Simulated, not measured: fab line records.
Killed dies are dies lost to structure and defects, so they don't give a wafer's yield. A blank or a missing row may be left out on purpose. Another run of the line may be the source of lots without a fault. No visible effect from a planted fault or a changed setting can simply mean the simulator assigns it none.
A struck lot beside a sound one || flow sky130 || 15 steps out of a route of 708
Sound: the wafers L931.1, L931.2, L931.5. Wafers struck: L938.3, L938.5, L938.6. The cause comes at the end.
For every step that has rows: the tool of each side, followed by ch and its chambers, followed by its first start. Under that, the readings that differ: sound wafers || struck wafers || difference of the means || sigmas: that difference in standard deviations of wafers without a fault.
alike: readings whose means differ by less than 2 such deviations, and words and numbers that are the same on both sides. not compared: withheld readings, readings that some wafer has no value for, bounds like >300 that may hide the same value, and numbers for which the record gives no deviation and whose values overlap.
The two part at a step that has a row with sigmas, a row that says differs or no value, or rows on one side only. When numbers do not overlap yet have no deviation, they are printed without sigmas and do not part them. Lack of a reading on every wafer of one side parts them only where that side has two or more wafers.

SKY_VIA2_BOW_MEAS_03:
  sound on film_metro-01, day 39 14:34; struck on film_metro-03, day 41 01:27
  alike: VIA2_BOW
then, 8 steps without rows for these wafers: SKY_VIA2_DEHYDRATE_04 (time 60 s); SKY_VIA2_HMDS_05 (prime time 60 s); SKY_VIA2_COAT_06 (resist thk 60 nm); SKY_VIA2_COAT_07 (resist thk 450 nm); SKY_VIA2_SOFTBAKE_08 (time 90 s); SKY_VIA2_EXPOSE_09 (exposes mask VIM2, target cd 200 nm); SKY_VIA2_PEB_10; SKY_VIA2_DEVELOP_11 (develop time 60 s).
SKY_VIA2_CD_MEAS_12: the cd target is 200 nm.
  sound on cd_sem-01, day 40 15:04; struck on cd_sem-01, day 42 01:19
  alike: cd_nm
SKY_VIA2_OVL_MEAS_13:
  sound on overlay-01, day 40 15:11; struck on overlay-02, day 42 01:24
{"reading": "VIA2_OVL (nm)", "sound": "-8 2 -3", "struck": "25 18 10", "difference": "+21", "sigmas": "+4"}
SKY_VIA2_ETCH_14: etches BARC in N2/H2, stops on SiO2, time 45.9 s, target depth 60 nm.
  sound on rie_diel-01 ch 0,3, day 40 15:13; struck on rie_diel-03 ch 0,1,2, day 42 01:26
  alike: bias_w, chamber_pressure_mTorr, drypump_motor_current_A, n2_flow_sccm, oes_product_au, rf_fwd_power_W, throttle_valve_pct
  not compared: rf_hours_counter_h
SKY_VIA2_ETCH_15: etches SiO2 in C4F8/O2/Ar, stops on TiN, target depth 546 nm, time 84 s.
  sound on rie_diel-01 ch 0,3, day 40 15:16; struck on rie_diel-03 ch 0,1,2, day 42 01:28
  no value came back on the struck wafers for bias_w (W), chamber_pressure_mTorr (mTorr), oes_product_au (a.u.), rf_fwd_power_W (W); on the sound wafers bias_w (W) reads 1198 1197 1196
{"reading": "model.KrF-thick_of_VIA2_COAT_07.thk_nm (nm)", "sound": "290.3 285.9 288.5", "struck": "393.4 392.9 392.2", "difference": "+104.6", "sigmas": ""}
  not compared: rf_hours_counter_h
SKY_VIA2_STRIP_16: strips in O2/N2.
  sound on plasma_asher-04 ch 0,1, day 40 15:19; struck on plasma_asher-01 ch 0,1, day 42 01:34
{"reading": "oes_product_au (a.u.)", "sound": "0.396 0.394 0.403", "struck": "0.444 0.433 0.447", "difference": "+0.044", "sigmas": "+9"}
{"reading": "strip_time_to_endpoint_s (s)", "sound": "4.111 4.093 4.090", "struck": "5.201 5.208 5.204", "difference": "+1.106", "sigmas": "+41"}
  alike: chamber_pressure_mTorr, drypump_motor_current_A, n2_flow_sccm
  not compared: rf_hours_counter_h
then, 1 step without rows for these wafers: SKY_VIA2_STRIP_17 (strips in post etch residue remover, time 1200 s).

WHERE THEY PART
At SKY_VIA2_OVL_MEAS_13 first; at SKY_VIA2_STRIP_16 last (within this record only).

WHY: what had been put in by the simulator
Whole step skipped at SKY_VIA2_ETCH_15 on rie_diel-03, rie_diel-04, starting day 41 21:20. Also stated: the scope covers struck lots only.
